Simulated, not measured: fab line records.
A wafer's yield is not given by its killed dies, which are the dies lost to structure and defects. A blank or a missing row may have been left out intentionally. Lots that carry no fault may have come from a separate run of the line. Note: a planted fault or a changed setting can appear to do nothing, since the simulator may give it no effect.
Comparing a struck lot with a sound one / flow sky130 / 14 steps out of a route of 708
Sound: wafers L159.1, L159.3, L159.5. The struck wafers were L169.3, L169.5, L169.6. The cause comes at the end.
For every step that has rows: the tool of each side, followed by ch and its chambers, followed by its first start. Under that, the readings that differ: sound wafers / struck wafers / difference of the means / sigmas: that difference in standard deviations of wafers without a fault.
alike: words and numbers the same on both sides, and readings whose means are apart by under 2 such deviations; not compared: readings that were withheld, readings missing a value for some wafer, numbers with overlapping values and no deviation given by the record, and bounds like >300 which may hide the same value.
A row with sigmas, a row that says differs or no value, or rows on one side alone: a step with any of these is where the two part. When numbers do not overlap yet have no deviation, they are printed without sigmas and do not part them. Lack of a reading on every wafer of one side parts them only where that side has two or more wafers.

first, 1 step without rows for these wafers: SKY_SD_N_IMPLANT_10.
SKY_SD_N_STRIP_11: strips in O2/N2.
  sound on plasma asher-02 ch 0,1, day 30 19:04; struck on plasma asher-02 ch 0,1, day 33 19:42
reading=strip time to endpoint s (s); sound=22.61 22.64 22.63; struck=22.51 22.52 22.52; difference=-0.11; sigmas=-3
  alike: drypump motor current A, oes product au
  not compared: rf hours counter h
SKY_SD_N_TW_MEAS_12:
  struck on film metro-04, day 33 19:47; sound on film metro-04, day 30 19:10
  alike: SD_N_TW
then, 1 step without rows for these wafers: SKY_SD_N_CLEAN_13 (cleans in SC1/SC2, time 150 s).
SKY_SD_N_RTA_14: time 2 s.
  sound on rtp anneal-02 ch 0, day 30 19:17; struck on rtp anneal-02 ch 0, day 33 19:54
  alike: lamp power pct, wafer_temp_C_max
SKY_SD_N_RS_MEAS_16: a four-point-probe measurement.
  struck on film metro-02, day 33 20:05; sound on film metro-02, day 30 19:27
  alike: SD_N_RS
SKY_SD_N_RS_MEAS_17: a four-point-probe measurement.
  struck on film metro-02, day 33 20:13; sound on film metro-02, day 30 19:34
  alike: SD_P_RS
SKY_SD_N_RS_MEAS_18: a four-point-probe measurement.
  struck on film metro-02, day 33 20:20; sound on film metro-02, day 30 19:41
  alike: RES_XHIGH_RS
then, 2 steps without rows for these wafers: SKY_SALICIDE_CLEAN_00 (cleans in HF-last, time 30 s); SKY_LI_CONTACT_HDPCVD_00 (deposits PSG, target thk 930 nm, time 155 s).
SKY_LI_CONTACT_THK_MEAS_01:
  struck on film metro-01, day 33 20:33; sound on film metro-01, day 30 19:56
  alike: LI_CONTACT_HDPCVD_THK
SKY_LI_CONTACT_CMP_02: polishes PSG.
  sound on cmp-02 ch 0,1,3, day 30 20:05; struck on cmp-01 ch 0,1,2, day 33 20:44
  no value came back on the struck wafers for any of 5 readings (edge zone pressure frac, head pressure psi (psi) and others); on the sound wafers edge zone pressure frac reads 0.999 0.989 0.998
reading=model.PSG_of_LI_CONTACT_HDPCVD_00.thk nm (nm); sound=596.1 596.4 598.2; struck=936.8 933.7 943.2; difference=+341.0; sigmas=
SKY_LI_CONTACT_BOW_MEAS_03:
  struck on film metro-02, day 33 21:15; sound on film metro-04, day 30 20:17
reading=LI_CONTACT_BOW (um); sound=53 45 49; struck=- - -; difference=no value on the struck wafers; sigmas=
  not compared: hold
SKY_PAD_OPEN_PROBE_99:
  the record has rows for the sound wafers here (prober-02, day 47 21:41) and none for the struck ones

== WHERE THEY PART ==
First at SKY_SD_N_STRIP_11; last, within this record, at SKY_PAD_OPEN_PROBE_99.

WHY: the cause the simulator had injected
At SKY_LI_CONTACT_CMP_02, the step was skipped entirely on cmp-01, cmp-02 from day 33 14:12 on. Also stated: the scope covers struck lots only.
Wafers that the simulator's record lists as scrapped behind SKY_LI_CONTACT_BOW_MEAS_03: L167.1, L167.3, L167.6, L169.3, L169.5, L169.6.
